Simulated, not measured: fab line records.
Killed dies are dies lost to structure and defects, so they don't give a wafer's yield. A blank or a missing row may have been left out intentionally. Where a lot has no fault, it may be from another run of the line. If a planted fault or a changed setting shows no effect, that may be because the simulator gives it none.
Which tool was responsible? :: flow gf180mcu :: Sampling: 24 lots, 72 wafers, 6 of 602 route steps

== WHAT THE GAUGES SHOWED, per wafer ==
GF_HV_LDD_OVL_MEAS_32. Usual: for HV_LDD_02_OVL the level is -0.5 nm and the standard deviation is 1.1.
lot: L074
measured: day 11 10:40
on: overlay-01
HV_LDD_02_OVL (nm): -1.3 -1.4 -1.0
flag: 

lot: L075
measured: day 11 19:53
on: overlay-01
HV_LDD_02_OVL (nm): -1.3 0.3 -1.6
flag: 

lot: L076
measured: day 12 00:13
on: overlay-02
HV_LDD_02_OVL (nm): -0.6 -1.2 -0.6
flag: 

lot: L077
measured: day 12 12:41
on: overlay-02
HV_LDD_02_OVL (nm): -1.5 -0.2 -1.7
flag: 

lot: L078
measured: day 12 21:19
on: overlay-01
HV_LDD_02_OVL (nm): 0.4 -0.1 0.9
flag: 

lot: L079
measured: day 13 03:29
on: overlay-01
HV_LDD_02_OVL (nm): -0.2 -0.4 1.2
flag: 

lot: L080
measured: day 13 08:17
on: overlay-01
HV_LDD_02_OVL (nm): -1.3 -1.7 -0.5
flag: 

lot: L081
measured: day 13 15:43
on: overlay-02
HV_LDD_02_OVL (nm): -0.9 -0.4 -0.4
flag: 

lot: L082
measured: day 13 21:27
on: overlay-01
HV_LDD_02_OVL (nm): 0.6 -0.3 1.1
flag: 

lot: L083
measured: day 14 12:43
on: overlay-02
HV_LDD_02_OVL (nm): 0.3 0.7 0.0
flag: 

lot: L084
measured: day 14 17:29
on: overlay-01
HV_LDD_02_OVL (nm): -0.2 0.3 -0.9
flag: 

lot: L085
measured: day 15 01:25
on: overlay-01
HV_LDD_02_OVL (nm): -2.0 -0.9 0.0
flag: 

lot: L086
measured: day 15 11:12
on: overlay-01
HV_LDD_02_OVL (nm): -0.2 -1.0 -0.6
flag: 

lot: L087
measured: day 16 02:58
on: overlay-01
HV_LDD_02_OVL (nm): 0.1 -0.9 -2.2
flag: 

lot: L088
measured: day 16 04:31
on: overlay-02
HV_LDD_02_OVL (nm): -0.8 -2.1 0.3
flag: 

lot: L089
measured: day 16 09:04
on: overlay-01
HV_LDD_02_OVL (nm): 0.6 -0.2 1.4
flag: 

lot: L090
measured: day 17 01:22
on: overlay-02
HV_LDD_02_OVL (nm): -1.8 -0.6 0.6
flag: 

lot: L091
measured: day 17 07:22
on: overlay-01
HV_LDD_02_OVL (nm): -1.1 -0.6 -1.9
flag: 

lot: L092
measured: day 17 13:55
on: overlay-01
HV_LDD_02_OVL (nm): 1.0 -0.1 1.9
flag: 

lot: L093
measured: day 17 20:37
on: overlay-02
HV_LDD_02_OVL (nm): -1.0 -1.9 -2.1
flag: 

lot: L094
measured: day 18 02:38
on: overlay-01
HV_LDD_02_OVL (nm): 0.2 1.7 -0.4
flag: 

lot: L095
measured: day 18 13:01
on: overlay-01
HV_LDD_02_OVL (nm): -0.8 -1.1 0.4
flag: 

lot: L096
measured: day 18 18:01
on: overlay-01
HV_LDD_02_OVL (nm): 0.3 -0.7 -0.5
flag: 

lot: L097
measured: day 19 01:44
on: overlay-01
HV_LDD_02_OVL (nm): -2.9 -1.2 1.7
flag: 

GF_V1_THK_MEAS_01. Usual: for V1_CVD_00_THK the level is 599 nm and the standard deviation is 6.2.
lot: L074
measured: day 16 23:52
on: film_metro-01
V1_CVD_00_THK (nm): 589 598 596
flag: 

lot: L075
measured: day 17 12:07
on: film_metro-02
V1_CVD_00_THK (nm): 604 599 588
flag: 

lot: L076
measured: day 17 17:35
on: film_metro-02
V1_CVD_00_THK (nm): 599 591 600
flag: 

lot: L077
measured: day 18 06:35
on: film_metro-01
V1_CVD_00_THK (nm): 605 598 603
flag: 

lot: L078
measured: day 18 16:23
on: film_metro-01
V1_CVD_00_THK (nm): 599 600 592
flag: 

lot: L079
measured: day 19 00:21
on: film_metro-02
V1_CVD_00_THK (nm): 607 608 607
flag: 

lot: L080
measured: day 19 05:20
on: film_metro-04
V1_CVD_00_THK (nm): 603 600 605
flag: 

lot: L081
measured: day 19 16:24
on: film_metro-02
V1_CVD_00_THK (nm): 604 605 601
flag: 

lot: L082
measured: day 19 21:16
on: film_metro-02
V1_CVD_00_THK (nm): 600 597 606
flag: 

lot: L083
measured: day 20 13:32
on: film_metro-04
V1_CVD_00_THK (nm): 597 592 593
flag: 

lot: L084
measured: day 20 20:25
on: film_metro-02
V1_CVD_00_THK (nm): 596 600 593
flag: 

lot: L085
measured: day 21 04:26
on: film_metro-01
V1_CVD_00_THK (nm): 601 601 592
flag: 

lot: L086
measured: day 21 16:07
on: film_metro-04
V1_CVD_00_THK (nm): 600 607 604
flag: 

lot: L087
measured: day 22 07:59
on: film_metro-01
V1_CVD_00_THK (nm): 596 597 592
flag: 

lot: L088
measured: day 22 10:26
on: film_metro-02
V1_CVD_00_THK (nm): 595 600 599
flag: 

lot: L089
measured: day 22 14:58
on: film_metro-04
V1_CVD_00_THK (nm): 597 600 591
flag: 

lot: L090
measured: day 23 06:35
on: film_metro-04
V1_CVD_00_THK (nm): 608 604 609
flag: 

lot: L091
measured: day 23 12:13
on: film_metro-01
V1_CVD_00_THK (nm): 595 598 597
flag: 

lot: L092
measured: day 23 17:54
on: film_metro-02
V1_CVD_00_THK (nm): 601 598 612
flag: 

lot: L093
measured: day 24 02:35
on: film_metro-01
V1_CVD_00_THK (nm): 602 602 597
flag: 

lot: L094
measured: day 24 08:11
on: film_metro-02
V1_CVD_00_THK (nm): 605 598 606
flag: 

lot: L095
measured: day 24 18:10
on: film_metro-02
V1_CVD_00_THK (nm): 600 598 601
flag: 

lot: L096
measured: day 24 22:04
on: film_metro-02
V1_CVD_00_THK (nm): 597 601 606
flag: 

lot: L097
measured: day 25 06:02
on: film_metro-04
V1_CVD_00_THK (nm): 598 595 603
flag: 

GF_V2_THK_MEAS_01. Usual: for V2_CVD_00_THK the level is 599 nm and the standard deviation is 7.2.
lot: L074
measured: day 19 01:49
on: film_metro-03
V2_CVD_00_THK (nm): 602 605 600
flag: 

lot: L075
measured: day 19 13:50
on: film_metro-03
V2_CVD_00_THK (nm): 610 600 602
flag: 

lot: L076
measured: day 19 19:40
on: film_metro-04
V2_CVD_00_THK (nm): 606 606 600
flag: 

lot: L077
measured: day 20 09:31
on: film_metro-04
V2_CVD_00_THK (nm): 600 608 609
flag: 

lot: L078
measured: day 20 19:57
on: film_metro-01
V2_CVD_00_THK (nm): 588 598 592
flag: 

lot: L079
measured: day 21 03:10
on: film_metro-04
V2_CVD_00_THK (nm): 596 593 598
flag: 

lot: L080
measured: day 21 08:29
on: film_metro-01
V2_CVD_00_THK (nm): 608 603 601
flag: 

lot: L081
measured: day 21 19:24
on: film_metro-04
V2_CVD_00_THK (nm): 588 591 592
flag: 

lot: L082
measured: day 21 23:37
on: film_metro-01
V2_CVD_00_THK (nm): 608 601 594
flag: 

lot: L083
measured: day 22 16:40
on: film_metro-01
V2_CVD_00_THK (nm): 590 593 587
flag: 

lot: L084
measured: day 22 23:23
on: film_metro-01
V2_CVD_00_THK (nm): 597 594 603
flag: 

lot: L085
measured: day 23 06:11
on: film_metro-04
V2_CVD_00_THK (nm): 595 603 599
flag: 

lot: L086
measured: day 23 17:50
on: film_metro-01
V2_CVD_00_THK (nm): 596 605 597
flag: 

lot: L087
measured: day 24 08:51
on: film_metro-01
V2_CVD_00_THK (nm): 611 601 603
flag: 

lot: L088
measured: day 24 11:25
on: film_metro-01
V2_CVD_00_THK (nm): 606 607 600
flag: 

lot: L089
measured: day 24 15:11
on: film_metro-04
V2_CVD_00_THK (nm): 609 613 607
flag: 

lot: L090
measured: day 25 05:22
on: film_metro-01
V2_CVD_00_THK (nm): 600 587 600
flag: 

lot: L091
measured: day 25 10:46
on: film_metro-04
V2_CVD_00_THK (nm): 601 585 590
flag: 

lot: L092
measured: day 25 17:37
on: film_metro-01
V2_CVD_00_THK (nm): 597 584 588
flag: 

lot: L093
measured: day 26 00:47
on: film_metro-04
V2_CVD_00_THK (nm): 607 606 604
flag: 

lot: L094
measured: day 26 07:42
on: film_metro-04
V2_CVD_00_THK (nm): 608 599 597
flag: 

lot: L095
measured: day 26 15:05
on: film_metro-01
V2_CVD_00_THK (nm): 604 588 593
flag: 

lot: L096
measured: day 26 19:26
on: film_metro-01
V2_CVD_00_THK (nm): 595 589 602
flag: 

lot: L097
measured: day 27 03:17
on: film_metro-04
V2_CVD_00_THK (nm): 603 606 596
flag: 

GF_M4_THK_MEAS_06: measures by xrf. Usual: for M4_ALCU_THK the level is 448 nm and the standard deviation is 5.7.
lot: L074
measured: day 22 08:00
on: film_metro-02
M4_ALCU_THK (nm): 451 458 450
flag: 

lot: L075
measured: day 22 19:15
on: film_metro-04
M4_ALCU_THK (nm): 444 444 441
flag: 

lot: L076
measured: day 23 01:00
on: film_metro-02
M4_ALCU_THK (nm): 451 454 458
flag: 

lot: L077
measured: day 23 13:39
on: film_metro-02
M4_ALCU_THK (nm): 461 461 454
flag: 

lot: L078
measured: day 23 22:08
on: film_metro-02
M4_ALCU_THK (nm): 457 454 453
flag: 

lot: L079
measured: day 24 06:16
on: film_metro-04
M4_ALCU_THK (nm): 452 446 449
flag: 

lot: L080
measured: day 24 12:06
on: film_metro-04
M4_ALCU_THK (nm): 441 453 450
flag: 

lot: L081
measured: day 24 19:41
on: film_metro-02
M4_ALCU_THK (nm): 450 454 449
flag: 

lot: L082
measured: day 25 00:38
on: film_metro-04
M4_ALCU_THK (nm): 445 445 447
flag: 

lot: L083
measured: day 25 17:07
on: film_metro-04
M4_ALCU_THK (nm): 450 449 457
flag: 

lot: L084
measured: day 25 22:44
on: film_metro-04
M4_ALCU_THK (nm): 451 458 453
flag: 

lot: L085
measured: day 26 04:28
on: film_metro-04
M4_ALCU_THK (nm): 447 446 444
flag: 

lot: L086
measured: day 26 15:57
on: film_metro-04
M4_ALCU_THK (nm): 449 443 450
flag: 

lot: L087
measured: day 27 05:10
on: film_metro-04
M4_ALCU_THK (nm): 446 443 447
flag: 

lot: L088
measured: day 27 07:19
on: film_metro-04
M4_ALCU_THK (nm): 442 444 442
flag: 

lot: L089
measured: day 27 12:13
on: film_metro-02
M4_ALCU_THK (nm): 441 444 447
flag: 

lot: L090
measured: day 27 23:56
on: film_metro-02
M4_ALCU_THK (nm): 452 452 453
flag: 

lot: L091
measured: day 28 06:14
on: film_metro-04
M4_ALCU_THK (nm): 442 440 441
flag: 

lot: L092
measured: day 28 12:42
on: film_metro-04
M4_ALCU_THK (nm): 450 452 448
flag: 

lot: L093
measured: day 28 18:34
on: film_metro-04
M4_ALCU_THK (nm): 439 438 437
flag: 

lot: L094
measured: day 29 00:11
on: film_metro-04
M4_ALCU_THK (nm): 445 442 447
flag: 

lot: L095
measured: day 29 07:18
on: film_metro-02
M4_ALCU_THK (nm): 454 447 451
flag: 

lot: L096
measured: day 29 12:25
on: film_metro-04
M4_ALCU_THK (nm): 452 454 452
flag: 

lot: L097
measured: day 29 18:52
on: film_metro-04
M4_ALCU_THK (nm): 439 440 432
flag: 

== EACH LOT AND THE TOOL THAT RAN IT (in order: tool; ch and the chambers of the sampled wafers; start) ==
lot: L074
GF_HV_LDD_STRIP_22: plasma_asher-03 ch 0,1, day 10 15:45
GF_M2_SPUTTER_01: pvd_sputter-02, day 18 00:35

lot: L075
GF_HV_LDD_STRIP_22: plasma_asher-01 ch 0,1, day 11 01:13
GF_M2_SPUTTER_01: pvd_sputter-02, day 18 12:59

lot: L076
GF_HV_LDD_STRIP_22: plasma_asher-03 ch 0,1, day 11 05:23
GF_M2_SPUTTER_01: pvd_sputter-04, day 18 18:38

lot: L077
GF_HV_LDD_STRIP_22: plasma_asher-02 ch 0,1, day 11 16:55
GF_M2_SPUTTER_01: pvd_sputter-02, day 19 08:53

lot: L078
GF_HV_LDD_STRIP_22: plasma_asher-02 ch 0,1, day 12 01:44
GF_M2_SPUTTER_01: pvd_sputter-03, day 19 18:24

lot: L079
GF_HV_LDD_STRIP_22: plasma_asher-02 ch 0,1, day 12 07:44
GF_M2_SPUTTER_01: pvd_sputter-02, day 20 02:14

lot: L080
GF_HV_LDD_STRIP_22: plasma_asher-02 ch 0,1, day 12 12:16
GF_M2_SPUTTER_01: pvd_sputter-02, day 20 07:03

lot: L081
GF_HV_LDD_STRIP_22: plasma_asher-02 ch 0,1, day 12 19:57
GF_M2_SPUTTER_01: pvd_sputter-04, day 20 17:59

lot: L082
GF_HV_LDD_STRIP_22: plasma_asher-03 ch 0,1, day 13 01:21
GF_M2_SPUTTER_01: pvd_sputter-04, day 20 23:13

lot: L083
GF_HV_LDD_STRIP_22: plasma_asher-01 ch 0,1, day 13 15:18
GF_M2_SPUTTER_01: pvd_sputter-04, day 21 15:46

lot: L084
GF_HV_LDD_STRIP_22: plasma_asher-03 ch 0,1, day 13 21:04
GF_M2_SPUTTER_01: pvd_sputter-02, day 21 23:20

lot: L085
GF_HV_LDD_STRIP_22: plasma_asher-02 ch 0,1, day 14 04:12
GF_M2_SPUTTER_01: pvd_sputter-04, day 22 06:17

lot: L086
GF_HV_LDD_STRIP_22: plasma_asher-01 ch 0,1, day 14 13:12
GF_M2_SPUTTER_01: pvd_sputter-03, day 22 17:50

lot: L087
GF_HV_LDD_STRIP_22: plasma_asher-02 ch 0,1, day 15 04:39
GF_M2_SPUTTER_01: pvd_sputter-02, day 23 09:15

lot: L088
GF_HV_LDD_STRIP_22: plasma_asher-02 ch 0,1, day 15 06:48
GF_M2_SPUTTER_01: pvd_sputter-03, day 23 11:53

lot: L089
GF_HV_LDD_STRIP_22: plasma_asher-03 ch 0,1, day 15 11:30
GF_M2_SPUTTER_01: pvd_sputter-04, day 23 15:54

lot: L090
GF_HV_LDD_STRIP_22: plasma_asher-03 ch 0,1, day 16 02:41
GF_M2_SPUTTER_01: pvd_sputter-03, day 24 07:45

lot: L091
GF_HV_LDD_STRIP_22: plasma_asher-02 ch 0,1, day 16 08:44
GF_M2_SPUTTER_01: pvd_sputter-04, day 24 12:42

lot: L092
GF_HV_LDD_STRIP_22: plasma_asher-02 ch 0,1, day 16 14:21
GF_M2_SPUTTER_01: pvd_sputter-04, day 24 18:35

lot: L093
GF_HV_LDD_STRIP_22: plasma_asher-03 ch 0,1, day 16 22:11
GF_M2_SPUTTER_01: pvd_sputter-04, day 25 01:59

lot: L094
GF_HV_LDD_STRIP_22: plasma_asher-01 ch 0,1, day 17 04:06
GF_M2_SPUTTER_01: pvd_sputter-02, day 25 07:52

lot: L095
GF_HV_LDD_STRIP_22: plasma_asher-02 ch 0,1, day 17 13:14
GF_M2_SPUTTER_01: pvd_sputter-04, day 25 17:23

lot: L096
GF_HV_LDD_STRIP_22: plasma_asher-03 ch 0,1, day 17 18:15
GF_M2_SPUTTER_01: pvd_sputter-02, day 25 21:37

lot: L097
GF_HV_LDD_STRIP_22: plasma_asher-02 ch 0,1, day 18 01:47
GF_M2_SPUTTER_01: pvd_sputter-02, day 26 05:47
- GF_HV_LDD_STRIP_22: strips in O2/N2.
- GF_M2_SPUTTER_01: material TiN, target thk 30 nm, time 25 s.

== AS READ BY THE TOOLS THEMSELVES (means over the sampled wafers that have a number; for cases with no such wafer, the mark the record gives instead) ==
GF_HV_LDD_STRIP_22. Usual: drypump_motor_current_A 5.6 A, standard deviation 0.57; heater_power_w 336 W, standard deviation 27; o2_flow_sccm 3001 sccm, standard deviation 9.3; oes_product_au 0.716 a.u., standard deviation 0.005; strip_time_to_endpoint_s 12.65 s, standard deviation 0.031.
lot: L074
tool: plasma_asher-03
drypump_motor_current_A (A): 5.2
heater_power_w (W): 324
o2_flow_sccm (sccm): 3006
oes_product_au (a.u.): 0.723
strip_time_to_endpoint_s (s): 12.64
flag: 

lot: L075
tool: plasma_asher-01
drypump_motor_current_A (A): 5.7
heater_power_w (W): 347
o2_flow_sccm (sccm): 3007
oes_product_au (a.u.): 0.717
strip_time_to_endpoint_s (s): 12.67
flag: 

lot: L076
tool: plasma_asher-03
drypump_motor_current_A (A): 5.7
heater_power_w (W): 352
o2_flow_sccm (sccm): 3001
oes_product_au (a.u.): 0.723
strip_time_to_endpoint_s (s): 12.64
flag: 

lot: L077
tool: plasma_asher-02
drypump_motor_current_A (A): 5.5
heater_power_w (W): 329
o2_flow_sccm (sccm): 2993
oes_product_au (a.u.): 0.716
strip_time_to_endpoint_s (s): 12.61
flag: 

lot: L078
tool: plasma_asher-02
drypump_motor_current_A (A): 5.7
heater_power_w (W): 331
o2_flow_sccm (sccm): 3003
oes_product_au (a.u.): 0.715
strip_time_to_endpoint_s (s): 12.61
flag: 

lot: L079
tool: plasma_asher-02
drypump_motor_current_A (A): 5.7
heater_power_w (W): 332
o2_flow_sccm (sccm): 3001
oes_product_au (a.u.): 0.720
strip_time_to_endpoint_s (s): 12.65
flag: 

lot: L080
tool: plasma_asher-02
drypump_motor_current_A (A): 5.4
heater_power_w (W): 330
o2_flow_sccm (sccm): 3004
oes_product_au (a.u.): 0.710
strip_time_to_endpoint_s (s): 12.63
flag: 

lot: L081
tool: plasma_asher-02
drypump_motor_current_A (A): 5.7
heater_power_w (W): 332
o2_flow_sccm (sccm): 3004
oes_product_au (a.u.): 0.716
strip_time_to_endpoint_s (s): 12.63
flag: 

lot: L082
tool: plasma_asher-03
drypump_motor_current_A (A): 5.2
heater_power_w (W): 324
o2_flow_sccm (sccm): 3002
oes_product_au (a.u.): 0.715
strip_time_to_endpoint_s (s): 12.64
flag: 

lot: L083
tool: plasma_asher-01
drypump_motor_current_A (A): 6.2
heater_power_w (W): 362
o2_flow_sccm (sccm): 3006
oes_product_au (a.u.): 0.716
strip_time_to_endpoint_s (s): 12.67
flag: 

lot: L084
tool: plasma_asher-03
drypump_motor_current_A (A): 5.2
heater_power_w (W): 326
o2_flow_sccm (sccm): 3006
oes_product_au (a.u.): 0.715
strip_time_to_endpoint_s (s): 12.64
flag: 

lot: L085
tool: plasma_asher-02
drypump_motor_current_A (A): 5.4
heater_power_w (W): 330
o2_flow_sccm (sccm): 3001
oes_product_au (a.u.): 0.715
strip_time_to_endpoint_s (s): 12.68
flag: 

lot: L086
tool: plasma_asher-01
drypump_motor_current_A (A): 6.2
heater_power_w (W): 359
o2_flow_sccm (sccm): 3002
oes_product_au (a.u.): 0.719
strip_time_to_endpoint_s (s): 12.62
flag: 

lot: L087
tool: plasma_asher-02
drypump_motor_current_A (A): 5.7
heater_power_w (W): 336
o2_flow_sccm (sccm): 2984
oes_product_au (a.u.): 0.719
strip_time_to_endpoint_s (s): 12.64
flag: 

lot: L088
tool: plasma_asher-02
drypump_motor_current_A (A): 5.7
heater_power_w (W): 338
o2_flow_sccm (sccm): 2989
oes_product_au (a.u.): 0.715
strip_time_to_endpoint_s (s): 12.64
flag: 

lot: L089
tool: plasma_asher-03
drypump_motor_current_A (A): 5.2
heater_power_w (W): 322
o2_flow_sccm (sccm): 2997
oes_product_au (a.u.): 0.716
strip_time_to_endpoint_s (s): 12.65
flag: 

lot: L090
tool: plasma_asher-03
drypump_motor_current_A (A): 5.7
heater_power_w (W): 344
o2_flow_sccm (sccm): 3000
oes_product_au (a.u.): 0.716
strip_time_to_endpoint_s (s): 12.66
flag: 

lot: L091
tool: plasma_asher-02
drypump_motor_current_A (A): 5.5
heater_power_w (W): 326
o2_flow_sccm (sccm): 2993
oes_product_au (a.u.): 0.717
strip_time_to_endpoint_s (s): 12.62
flag: 

lot: L092
tool: plasma_asher-02
drypump_motor_current_A (A): 5.5
heater_power_w (W): 331
o2_flow_sccm (sccm): 2994
oes_product_au (a.u.): 0.717
strip_time_to_endpoint_s (s): 12.67
flag: 

lot: L093
tool: plasma_asher-03
drypump_motor_current_A (A): 5.2
heater_power_w (W): 317
o2_flow_sccm (sccm): 2999
oes_product_au (a.u.): 0.720
strip_time_to_endpoint_s (s): 12.60
flag: 

lot: L094
tool: plasma_asher-01
drypump_motor_current_A (A): 5.7
heater_power_w (W): 344
o2_flow_sccm (sccm): 3009
oes_product_au (a.u.): 0.717
strip_time_to_endpoint_s (s): 12.70
flag: 

lot: L095
tool: plasma_asher-02
drypump_motor_current_A (A): 5.7
heater_power_w (W): 331
o2_flow_sccm (sccm): 2999
oes_product_au (a.u.): 0.713
strip_time_to_endpoint_s (s): 12.68
flag: 

lot: L096
tool: plasma_asher-03
drypump_motor_current_A (A): 5.7
heater_power_w (W): 346
o2_flow_sccm (sccm): 3004
oes_product_au (a.u.): 0.714
strip_time_to_endpoint_s (s): 12.64
flag: 

lot: L097
tool: plasma_asher-02
drypump_motor_current_A (A): 5.5
heater_power_w (W): 330
o2_flow_sccm (sccm): 3008
oes_product_au (a.u.): 0.713
strip_time_to_endpoint_s (s): 12.66
flag: 

GF_M2_SPUTTER_01. Usual: throttle_valve_pct reads 30.1 % (standard deviation 1).
lot: L074
tool: pvd_sputter-02
throttle_valve_pct (%): 30.1
flag: 

lot: L075
tool: pvd_sputter-02
throttle_valve_pct (%): 29.6
flag: 

lot: L076
tool: pvd_sputter-04
throttle_valve_pct (%): 30.0
flag: 

lot: L077
tool: pvd_sputter-02
throttle_valve_pct (%): 30.4
flag: 

lot: L078
tool: pvd_sputter-03
throttle_valve_pct (%): 30.1
flag: 

lot: L079
tool: pvd_sputter-02
throttle_valve_pct (%): 30.6
flag: 

lot: L080
tool: pvd_sputter-02
throttle_valve_pct (%): 30.0
flag: 

lot: L081
tool: pvd_sputter-04
throttle_valve_pct (%): 30.0
flag: 

lot: L082
tool: pvd_sputter-04
throttle_valve_pct (%): 30.4
flag: 

lot: L083
tool: pvd_sputter-04
throttle_valve_pct (%): 30.5
flag: 

lot: L084
tool: pvd_sputter-02
throttle_valve_pct (%): 30.6
flag: 

lot: L085
tool: pvd_sputter-04
throttle_valve_pct (%): 30.2
flag: 

lot: L086
tool: pvd_sputter-03
throttle_valve_pct (%): 31.2
flag: 

lot: L087
tool: pvd_sputter-02
throttle_valve_pct (%): 29.6
flag: 

lot: L088
tool: pvd_sputter-03
throttle_valve_pct (%): 30.3
flag: 

lot: L089
tool: pvd_sputter-04
throttle_valve_pct (%): 29.6
flag: 

lot: L090
tool: pvd_sputter-03
throttle_valve_pct (%): 29.2
flag: 

lot: L091
tool: pvd_sputter-04
throttle_valve_pct (%): 29.0
flag: 

lot: L092
tool: pvd_sputter-04
throttle_valve_pct (%): 30.3
flag: 

lot: L093
tool: pvd_sputter-04
throttle_valve_pct (%): 29.7
flag: 

lot: L094
tool: pvd_sputter-02
throttle_valve_pct (%): 29.9
flag: 

lot: L095
tool: pvd_sputter-04
throttle_valve_pct (%): 29.7
flag: 

lot: L096
tool: pvd_sputter-02
throttle_valve_pct (%): 29.1
flag: 

lot: L097
tool: pvd_sputter-02
throttle_valve_pct (%): 29.7
flag: 

== THE ANSWER, worked out from the rows above alone ==
Rule: a lot counts as off when the mean over its wafers that have a number is more than 3 standard deviations away from the usual mean. Also off: a lot with no number at a reading for which 4 or more lots have one. Where the step has rows for the other lots, those lots are counted as sound. First the gauges in route order, then the tools' own readings, where a lot's mean is used as printed above. The first step at which some lot is off is used, and at that step the reading that is off furthest; a lot without a number counts as furthest.
Across all readings shown, no lot is off: no conclusion can be drawn from this.

== WHAT THE SIMULATOR PUT IN ==
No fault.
